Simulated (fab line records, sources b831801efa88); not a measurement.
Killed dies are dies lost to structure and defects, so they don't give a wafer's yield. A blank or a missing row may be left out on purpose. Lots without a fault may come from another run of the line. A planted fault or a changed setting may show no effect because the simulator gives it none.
Which tool did it? | flow gf180mcu | 14 lots, 42 wafers sampled, at 5 steps of a route of 602

WHAT THE GAUGES READ, wafer by wafer
GF_HV_LDD_TW_MEAS_50. Usual: HV_LDD_4_TW 567, standard deviation 6.7.
lot  | measured     | on            | HV_LDD_4_TW | flag
L189 | day 12 09:25 | film_metro-01 | 568 567 571 |
L191 | day 13 06:58 | film_metro-04 | 570 571 573 |
L192 | day 13 10:55 | film_metro-04 | 575 573 574 |
L194 | day 14 11:58 | film_metro-02 | 558 556 556 |
L196 | day 14 20:37 | film_metro-02 | 562 560 557 |
L195 | day 14 21:18 | film_metro-02 | 560 558 559 |
L197 | day 15 04:59 | film_metro-04 | 574 576 575 |
L198 | day 15 14:40 | film_metro-04 | 577 578 575 |
L202 | day 16 15:13 | film_metro-02 | 564 562 559 |
L207 | day 18 07:06 | film_metro-02 | 559 559 560 |
L209 | day 19 01:13 | film_metro-02 | 564 564 566 |
L210 | day 19 10:44 | film_metro-01 | 565 564 567 |
L211 | day 19 15:26 | film_metro-01 | 569 570 567 |
L212 | day 19 21:36 | film_metro-02 | 566 565 566 |

GF_PSD_TW_MEAS_11. Usual: PSD_TW 3161, standard deviation 24.
lot  | measured     | on            | PSD_TW         | flag
L189 | day 14 06:58 | film_metro-02 | 3119 3126 3127 |
L191 | day 15 03:49 | film_metro-03 | 3177 3173 3179 |
L192 | day 15 08:16 | film_metro-03 | 3163 3186 3151 |
L194 | day 16 10:59 | film_metro-02 | 3162 3156 3163 |
L196 | day 16 21:11 | film_metro-01 | 3183 3184 3196 |
L195 | day 16 21:38 | film_metro-03 | 3173 3180 3172 |
L197 | day 17 05:34 | film_metro-03 | 3147 3160 3167 |
L198 | day 17 14:32 | film_metro-01 | 3179 3199 3195 |
L202 | day 18 18:05 | film_metro-01 | 3160 3185 3170 |
L207 | day 20 10:45 | film_metro-03 | 3167 3174 3168 |
L209 | day 21 04:47 | film_metro-03 | 3156 3160 3163 |
L210 | day 21 15:49 | film_metro-01 | 3187 3185 3183 |
L211 | day 21 18:49 | film_metro-02 | 3136 3144 3134 |
L212 | day 22 00:32 | film_metro-03 | 3176 3162 3153 |

GF_SAB_THK_MEAS_01. Usual: SAB_CVD_00_THK 49.8 nm, standard deviation 0.54.
lot  | measured     | on            | SAB_CVD_00_THK (nm) | flag
L189 | day 14 07:26 | film_metro-01 | 50.2 50.2 50.1      |
L191 | day 15 04:20 | film_metro-03 | 50.2 50.3 50.6      |
L192 | day 15 08:43 | film_metro-03 | 49.4 49.0 49.6      |
L194 | day 16 11:26 | film_metro-04 | 49.9 48.9 48.9      |
L196 | day 16 21:38 | film_metro-04 | 49.8 49.5 50.9      |
L195 | day 16 22:17 | film_metro-01 | 98.5 99.7 99.2      | OFF
L197 | day 17 06:03 | film_metro-04 | 48.8 49.2 49.9      |
L198 | day 17 15:11 | film_metro-04 | 100.0 98.6 99.5     | OFF
L202 | day 18 18:52 | film_metro-04 | 100.1 99.5 100.5    | OFF
L207 | day 20 11:13 | film_metro-04 | 50.2 49.8 50.2      |
L209 | day 21 05:14 | film_metro-03 | 49.8 50.1 50.2      |
L210 | day 21 16:16 | film_metro-01 | 49.6 49.3 50.8      |
L211 | day 21 19:17 | film_metro-01 | 49.2 49.3 50.6      |
L212 | day 22 00:59 | film_metro-04 | 50.5 50.9 50.2      |

GF_SALICIDE_RS_MEAS_04: measures by four-point-probe. Usual: SALICIDE_TIN_RS 16.2 ohm/sq, standard deviation 0.32.
lot  | measured     | on            | SALICIDE_TIN_RS (ohm/sq) | flag
L189 | day 15 05:04 | film_metro-03 | 16.6 16.0 16.5           |
L191 | day 16 03:00 | film_metro-03 | 16.3 16.1 16.0           |
L192 | day 16 07:16 | film_metro-03 | 17.0 16.5 16.8           |
L194 | day 17 10:01 | film_metro-03 | 16.1 16.2 16.2           |
L196 | day 17 21:02 | film_metro-03 | 15.9 16.1 16.1           |
L195 | day 17 21:11 | film_metro-02 | 16.8 16.8 16.9           |
L197 | day 18 05:29 | film_metro-04 | 16.1 16.5 16.6           |
L198 | day 18 14:38 | film_metro-02 | 16.6 16.2 16.2           |
L202 | day 19 19:46 | film_metro-03 | 16.6 16.1 16.2           |
L207 | day 21 11:46 | film_metro-03 | 16.7 16.3 16.6           |
L209 | day 22 04:44 | film_metro-03 | 16.0 16.4 16.1           |
L210 | day 22 15:33 | film_metro-03 | 16.6 16.2 16.2           |
L211 | day 22 19:13 | film_metro-03 | 15.8 15.9 15.8           |
L212 | day 23 00:11 | film_metro-04 | 16.6 16.5 16.1           |

WHICH TOOL RAN EACH LOT (tool, then ch and the chambers of the sampled wafers, then the start)
lot  | GF_SAB_CVD_00
L189 | pecvd-01 ch 0,2, day 14 07:24
L191 | pecvd-03 ch 1,2, day 15 04:16
L192 | pecvd-01 ch 0,1,2, day 15 08:42
L194 | pecvd-02 ch 0,1,2, day 16 11:25
L196 | pecvd-03 ch 1,2, day 16 21:37
L195 | pecvd-02 ch 0,2, day 16 22:03
L197 | pecvd-01 ch 0,2, day 17 05:59
L198 | pecvd-03 ch 0,2, day 17 14:58
L202 | pecvd-02 ch 0,1,2, day 18 18:31
L207 | pecvd-01 ch 1,2, day 20 11:10
L209 | pecvd-03 ch 0,1,2, day 21 05:13
L210 | pecvd-02 ch 0,2, day 21 16:14
L211 | pecvd-02 ch 0,1, day 21 19:16
L212 | pecvd-01 ch 0,2, day 22 00:56
- GF_SAB_CVD_00: deposits SiO2 from TEOS, target thk 50 nm, time 4.9302 s.

WHAT THE TOOLS THEMSELVES READ (means of the sampled wafers that have a number; where no wafer has one, the mark that the record gives instead)
GF_SAB_CVD_00. Usual: heater_power_w 735 W, standard deviation 110; susceptor_temp_C 399.99 C, standard deviation 0.22.
lot  | tool     | heater_power_w (W) | susceptor_temp_C (C) | flag
L189 | pecvd-01 | 672                | 400.00               |
L191 | pecvd-03 | 625                | 400.10               |
L192 | pecvd-01 | 635                | 399.73               |
L194 | pecvd-02 | 777                | 399.96               |
L196 | pecvd-03 | 751                | 400.07               |
L195 | pecvd-02 | 728                | 400.07               |
L197 | pecvd-01 | 655                | 400.09               |
L198 | pecvd-03 | 674                | 400.02               |
L202 | pecvd-02 | 775                | 400.02               |
L207 | pecvd-01 | 593                | 399.96               |
L209 | pecvd-03 | 727                | 400.00               |
L210 | pecvd-02 | 842                | 400.00               |
L211 | pecvd-02 | 876                | 400.11               |
L212 | pecvd-01 | 684                | 399.87               |

THE ANSWER, worked out from the rows above alone
Rule: a lot is off if the mean of its wafers that have a number lies more than 3 standard deviations from the usual mean. A lot without any number at a reading at which 4 lots or more have one is off too. The other lots that the step has rows for count as sound. The gauges are gone through in route order, then the tools' own readings, and for those a lot's mean is taken as printed above. The first step at which some lot is off is used, and at that step the reading that is off furthest; a lot without a number counts as furthest.
Off: L195, L198, L202, at GF_SAB_THK_MEAS_01 (SAB_CVD_00_THK).
A tool fits if, at a process step before that reading, it ran every lot that is off, and no sound lot after the first of them. The gauges at GF_SAB_THK_MEAS_01 are tried like those tools. None of those tried fits.

WHAT THE SIMULATOR HAD PUT IN
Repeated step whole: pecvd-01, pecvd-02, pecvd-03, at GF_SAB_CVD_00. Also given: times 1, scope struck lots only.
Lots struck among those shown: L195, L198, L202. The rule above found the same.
